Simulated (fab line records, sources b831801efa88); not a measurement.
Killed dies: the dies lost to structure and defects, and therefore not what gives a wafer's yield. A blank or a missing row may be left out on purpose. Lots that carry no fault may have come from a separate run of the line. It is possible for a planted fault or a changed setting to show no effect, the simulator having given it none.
Code-filled problem report in 8D (eight disciplines) form | flow sky130 | the parts of the form that need people (team, actions taken, sign-off) are left out

## 1. PROBLEM STATEMENT
Mean of heater_power_total_W at SKY_LDD_HVN_SOFTBAKE_03: 58.02 W across 2 wafers in 2 lots; on wafers with no fault it is 56.59 W (standard deviation 0.04). That is +36 standard deviations from the usual mean.
The step: time 60 s.
First observed at day 27 00:42: wafer L757.5, on litho_track-02. The record holds 39 wafers of 13 lots with a number at this step. Rule for "out" (also "out of limits"): further than 4 standard deviations from the usual mean. The rest of the wafers with a number are treated as sound.

## 2. WHAT IT IS, WHAT IT ISN'T
question                    | is                                 | is not
which readings at this step | heater_power_total_W, run_length_s | resist_line_temp_C
which lots                  | L757, L758                         | L738, L739, L740, L741, L744, L745, L747, L748, L749, L759, L760
which wafers of those lots  | L757.5, L758.4                     | L757.2, L757.6, L758.2, L758.6
read on which tools         | litho_track-02                     | litho_track-01, litho_track-03
when                        | from day 27 00:42                  | up to then (29 sound wafers); but 8 sound wafers of L758, L759, L760 came after

## 3. WHAT RULES OUT EACH SUSPECT
Counting: if a tool at a process step up to the reading ran every lot that is out, it stays a suspect. Sound lots after the first of them don't rule it out here, since some wafers of a struck lot are sound.
- litho_track-02 at SKY_LDD_HVN_SOFTBAKE_03 (time 60 s): kept. It processed each lot that is out (first: L757, day 27 00:42); up to then, its last sound lot is L744 (day 22 19:18). Its own heater_power_total_W, run_length_s readings are out on those wafers.
Remaining after the count: litho_track-02 at SKY_LDD_HVN_SOFTBAKE_03.

## 4. THE CAUSE (what the simulator had put in)
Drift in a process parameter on litho_track-02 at SKY_LDD_HVN_SOFTBAKE_03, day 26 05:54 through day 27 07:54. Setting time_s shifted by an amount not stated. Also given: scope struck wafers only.
After counting, this tool was the only one left.

## 5. SEQUENCE OF EFFECTS, ordered by route
One row per reading whose mean, taken over the struck wafers that have a number, lies over 3 standard deviations from the usual. Only readings whose record carries a usual standard deviation are examined. hours: median over the lots of the time between each lot's start at the first step of this table that gives one and its start at this step. sigmas: the change, counted in usual standard deviations.
hours | step                    | reading              | usual   | on struck wafers | change | sigmas
0     | SKY_LDD_HVN_SOFTBAKE_03 | heater_power_total_W | 56.59 W | 58.02            | +1.43  | +36
0     | SKY_LDD_HVN_SOFTBAKE_03 | run_length_s         | 89.37 s | 84.91            | -4.46  | -25
Process steps it contains:
- SKY_LDD_HVN_SOFTBAKE_03: time 60 s.

## 6. WHAT WOULD HAVE CAUGHT IT SOONER
The fault began at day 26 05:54; the first out-of-limits reading in this record came at day 27 00:42, 19 hours later.
